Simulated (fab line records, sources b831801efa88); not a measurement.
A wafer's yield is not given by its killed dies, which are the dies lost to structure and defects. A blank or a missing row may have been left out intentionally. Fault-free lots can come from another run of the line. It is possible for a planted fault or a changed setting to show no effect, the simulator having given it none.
Comparing a struck lot with a sound one / flow sky130 / 17 out of 708 route steps
Sound: wafers L596.1, L596.3, L596.5. Wafers L602.2, L602.3, L602.4 were the ones struck. The cause is given at the end.
Order at every step that has rows: each side's tool, ch and its chambers, its first start. Under that, the readings that differ: sound wafers / struck wafers / difference of the means / sigmas: that difference in standard deviations of wafers without a fault.
alike: same words and numbers on both sides, and readings whose means sit less than 2 such deviations apart. not compared: any withheld reading, any reading some wafer has no value for, any bound like >300 that may hide the same value, and any number with overlapping values for which the record gives no deviation.
The two part at a step that has a row with sigmas, a row that says differs or no value, or rows on one side only. Numbers that don't overlap but have no deviation are shown without sigmas and don't part them. A reading missing from all wafers of one side parts the sides only when that side holds two or more wafers.

SKY_LI_CONTACT_CMP_02: polishes PSG.
  sound on cmp-02 ch 0,1,2, day 28 18:31; struck on cmp-01 ch 1,2,3, day 31 01:05
  alike: edge_zone_pressure_frac, motor_current_A, platen_rpm, time_to_endpoint_s
SKY_LI_CONTACT_BOW_MEAS_03:
  sound: film_metro-04 at day 28 18:43; struck: film_metro-01 at day 31 01:25
  alike: LI_CONTACT_BOW
then, 8 steps without rows for these wafers: SKY_LI_CONTACT_DEHYDRATE_04 (time 60 s); SKY_LI_CONTACT_HMDS_05 (prime time 60 s); SKY_LI_CONTACT_COAT_06 (resist thk 60 nm); SKY_LI_CONTACT_COAT_07 (resist thk 450 nm); SKY_LI_CONTACT_SOFTBAKE_08 (time 90 s); SKY_LI_CONTACT_EXPOSE_09 (exposes mask LICM1, target cd 170 nm); SKY_LI_CONTACT_PEB_10; SKY_LI_CONTACT_DEVELOP_11 (develop time 60 s).
SKY_LI_CONTACT_CD_MEAS_12 targets a cd of 170 nm.
  sound: cd_sem-01 at day 29 23:11; struck: cd_sem-02 at day 32 04:25
  alike: cd_nm
SKY_LI_CONTACT_OVL_MEAS_13:
  sound: overlay-02 at day 29 23:18; struck: overlay-02 at day 32 04:31
  alike: LI_CONTACT_OVL
SKY_LI_CONTACT_ETCH_14: etches BARC in N2/H2, stops on SiO2, time 45.9 s, target depth 60 nm.
  sound on rie_diel-03 ch 0,1, day 29 23:20; struck on rie_diel-02 ch 0,1,2, day 32 04:33
  no value came back on the struck wafers for any of 6 readings (bias_w (W), chamber_pressure_mTorr (mTorr) and others); on the sound wafers bias_w (W) reads 99.90 99.96 99.79
reading=model.KrF-thick_of_LI_CONTACT_COAT_07.thk_nm (nm); sound=393.2 392.9 390.8; struck=436.4 435.1 434.6; difference=+43.1; sigmas=
  not compared: rf_hours_counter_h
SKY_LI_CONTACT_ETCH_15: etches PSG in C4F8/O2/Ar, stops on Si, target depth 600 nm.
  sound on rie_diel-03 ch 0,1, day 29 23:23; struck on rie_diel-02 ch 0,1,2, day 32 04:35
reading=oes_product_au (a.u.); sound=0.837 0.837 0.833; struck=0.366 0.384 0.371; difference=-0.462; sigmas=-98
reading=model.KrF-thick_of_LI_CONTACT_COAT_07.thk_nm (nm); sound=231.4 231.1 229.8; struck=277.9 278.8 276.3; difference=+46.9; sigmas=
  alike: bias_w, chamber_pressure_mTorr
SKY_LI_CONTACT_STRIP_16: strips in O2/N2.
  sound on plasma_asher-04 ch 0,1, day 29 23:28; struck on plasma_asher-03 ch 0,1, day 32 04:41
reading=o2_flow_sccm (sccm); sound=2983 2990 3002; struck=3008 3012 3007; difference=+17; sigmas=+2
reading=oes_product_au (a.u.); sound=0.377 0.380 0.376; struck=0.395 0.395 0.398; difference=+0.018; sigmas=+3
reading=strip_time_to_endpoint_s (s); sound=3.50 3.51 3.47; struck=3.98 4.01 3.98; difference=+0.50; sigmas=+12
  alike: drypump_motor_current_A, n2_flow_sccm
  not compared: rf_hours_counter_h
then, 1 step without rows for these wafers: SKY_LI_CONTACT_CLEAN_17 (cleans in NMP, time 600 s).
-- record jumps: 16 days separate the struck wafers' starts on either side; left off in module LI_CONTACT, taken up again in module PAD_OPEN, whose first shown step is the route's number 708 --
SKY_PAD_OPEN_PROBE_99:
  sound: prober-01 at day 46 08:35; struck: prober-01 at day 48 00:14
reading=killed_at_M0_to_M3; sound=34 39 42; struck=213 222 203; difference=+174; sigmas=+26
reading=killed_at_M4_up; sound=2 2 3; struck=45 56 63; difference=+52; sigmas=+31
reading=killed_at_contacts; sound=33 27 21; struck=169 165 151; difference=+135; sigmas=+24
reading=killed_at_other; sound=0 0 0; struck=54 43 55; difference=+51; sigmas=+77
reading=killed_dies; sound=87 83 78; struck=492 492 492; difference=+409; sigmas=+43
reading=killed_on_rim; sound=14 14 15; struck=96 96 96; difference=+82; sigmas=+23
reading=killed_short; sound=36 23 38; struck=48 38 51; difference=+13; sigmas=+2
  alike: killed_at_front_end, killed_open

## WHERE THEY PART
Earliest at SKY_LI_CONTACT_ETCH_14; latest, in this record, at SKY_PAD_OPEN_PROBE_99.

WHY: whatever the simulator had introduced
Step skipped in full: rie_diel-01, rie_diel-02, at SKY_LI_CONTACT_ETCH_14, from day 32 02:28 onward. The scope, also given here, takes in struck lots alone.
